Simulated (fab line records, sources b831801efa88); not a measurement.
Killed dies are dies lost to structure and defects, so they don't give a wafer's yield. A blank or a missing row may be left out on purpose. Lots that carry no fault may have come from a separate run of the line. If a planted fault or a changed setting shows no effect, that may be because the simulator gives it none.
Code-filled problem report in 8D (eight disciplines) form + flow gf180mcu + the parts of the form that need people (team, actions taken, sign-off) are left out

== 1. WHAT IS WRONG ==
Wafers without a fault read 1494 W, standard deviation 4.9; rf fwd power W at GF_V2_ETCH_17 reads a mean of 1729 W on 3 wafers belonging to 2 lots. Relative to the usual mean, that is a shift of +48 standard deviations.
The step: etches SiO2 in C4F8/O2/Ar, stops on TiN, target depth 630 nm.
First seen on wafer L417.1, day 24 22:00, on rie diel-03. Wafers with a number at this step in the record: 39, from 13 lots. The rule behind "out" and "out of limits": a value lying over 4 standard deviations away from the usual mean. Any other wafer with a number is counted as sound.

== 2. WHAT IT IS AND WHAT IT IS NOT ==
| question                    | is                     | is not                                                                                 |
|-----------------------------|------------------------|----------------------------------------------------------------------------------------|
| which readings at this step | rf fwd power W         | oes product au                                                                         |
| which lots                  | L417, L418             | L408, L409, L410, L411, L412, L413, L414, L415, L425, L427, L428                       |
| which wafers of those lots  | L417.1, L417.5, L418.1 | L417.6, L418.4, L418.5                                                                 |
| read on which tools         | rie diel-03            | rie diel-01, rie diel-04                                                               |
| when                        | from day 24 22:00      | up to then (25 sound wafers); but 11 sound wafers of L418, L425, L427, L428 came after |

== 3. SUSPECTS, AND WHAT RULES EACH OUT ==
Counting: if a tool at a process step up to the reading ran every lot that is out, it stays a suspect. Sound lots after the first of them don't rule it out here, since some wafers of a struck lot are sound.
- rie diel-03 at GF_V2_ETCH_17 (etches SiO2 in C4F8/O2/Ar, stops on TiN, target depth 630 nm): kept. It ran every lot that is out, first L417 (day 24 22:00); its last sound lot up to then is L415 (day 24 01:00). Its own rf fwd power W readings are out on those wafers.
- Within rie diel-03 at GF_V2_ETCH_17: the wafers that are out ran in chamber 3; their sound lot-mates ran in chambers 0, 2.
After counting, what remains is rie diel-03 at GF_V2_ETCH_17.

== 4. THE CAUSE (what the simulator had put in) ==
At GF_V2_ETCH_17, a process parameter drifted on rie diel-03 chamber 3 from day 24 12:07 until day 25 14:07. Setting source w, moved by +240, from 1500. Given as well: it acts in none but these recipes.
After counting, this tool was the only one left.

== 5. SEQUENCE OF EFFECTS, ordered by route ==
Each row: a reading whose mean over the struck wafers that have a number lies more than 3 standard deviations from the usual. Only readings for which the record gives a usual standard deviation are gone through. hours: the time from each lot's start at the first step in this table that gives one to its start at this step, as a median over the lots. sigmas: the change in usual standard deviations.
| hours | step          | reading        | usual  | on struck wafers | change | sigmas |
|-------|---------------|----------------|--------|------------------|--------|--------|
| 0     | GF_V2_ETCH_17 | rf fwd power W | 1494 W | 1729             | +235   | +48    |
The process steps in it:
- GF_V2_ETCH_17: etches SiO2 in C4F8/O2/Ar, stops on TiN, target depth 630 nm.

== 6. HOW IT WOULD HAVE BEEN CAUGHT EARLIER ==
In this record no reading fell out of limits until day 24 22:00, 10 hours after the fault had begun at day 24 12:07.
